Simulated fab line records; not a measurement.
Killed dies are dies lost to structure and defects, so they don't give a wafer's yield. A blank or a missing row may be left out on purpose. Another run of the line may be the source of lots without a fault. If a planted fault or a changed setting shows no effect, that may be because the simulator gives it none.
8D (eight disciplines) problem report, filled in by code | flow sky130 | the parts of the form that need people (team, actions taken, sign-off) are left out

== 1. WHAT IS WRONG ==
Wafers without a fault read 119.27 s, standard deviation 0.16; run-length-s at SKY_VIA1_SOFTBAKE_08 reads a mean of 101.49 s on 6 wafers belonging to 2 lots. So: -99 or more standard deviations from the usual mean.
The step: time 90 s.
First observed at day 36 05:00: wafer L910.2, on litho-track-02. The record holds 36 wafers of 12 lots with a number at this step. By rule, "out" or "out of limits" means more than 4 standard deviations away from the usual mean. The rest of the wafers with a number are treated as sound.

== 2. WHAT IT IS, AND WHAT IT ISN'T ==
question                    | is                                 | is not
which readings at this step | run-length-s, heater-power-total-W | resist-line-temp-C
which lots                  | L910, L913                         | L903, L905, L911, L915, L916, L918, L919, L922, L923, L924
which wafers of those lots  | all that have a number             | -
read on which tools         | litho-track-02                     | litho-track-03, litho-track-04
when                        | from day 36 05:00                  | up to then (6 sound wafers); but 24 sound wafers of L911, L915, L916, L918, L919, L922, L923, L924 came after

== 3. SUSPECTS, AND WHAT RULES EACH OUT ==
Counting: any tool at a process step up to the reading is kept as a suspect provided that every lot that is out went through it and no sound lot did after the first of them.
- rie-metal-04 at SKY_METAL1_DESCUM_17 (chemistry O2, time 8 s): ruled out as a lasting fault. Following L910 (day 35 14:11), the first lot on it that is out, the sound lots L916, L918 were run on it.
- litho-track-02 at SKY_VIA1_SOFTBAKE_08 (time 90 s): ruled out as a lasting fault. Following L910 (day 36 05:00), the first lot on it that is out, the sound lots L922, L923, L924 were run on it.
Left after counting: nothing in the record.

== 4. THE CAUSE (what the simulator had put in) ==
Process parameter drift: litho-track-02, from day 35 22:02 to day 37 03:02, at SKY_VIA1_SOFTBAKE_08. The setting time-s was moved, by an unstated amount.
Counting ruled it out, wrongly.

== 5. THE EFFECT CHAIN, in route order ==
One row per reading whose mean, taken over the struck wafers that have a number, lies over 3 standard deviations from the usual. Only readings for which the record gives a usual standard deviation are gone through. hours: the time from each lot's start at the first step in this table that gives one to its start at this step, as a median over the lots. sigmas: the change in usual standard deviations.
hours | step                 | reading              | usual    | on struck wafers | change | sigmas
0     | SKY_VIA1_SOFTBAKE_08 | heater-power-total-W | 57.35 W  | 61.72            | +4.37  | +40
0     | SKY_VIA1_SOFTBAKE_08 | run-length-s         | 119.27 s | 101.49           | -17.78 | -99 or more
Here are the process steps it includes:
- SKY_VIA1_SOFTBAKE_08: time 90 s.
Later steps that measure or inspect, where all struck wafers having a row at the step show a number for every such reading and not one has moved that far: SKY_VIA1_CD_MEAS_12.

== 6. WHAT WOULD HAVE CAUGHT IT SOONER ==
First out-of-limits reading in this record: day 36 05:00, which is 7 hours after fault onset at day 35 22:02.
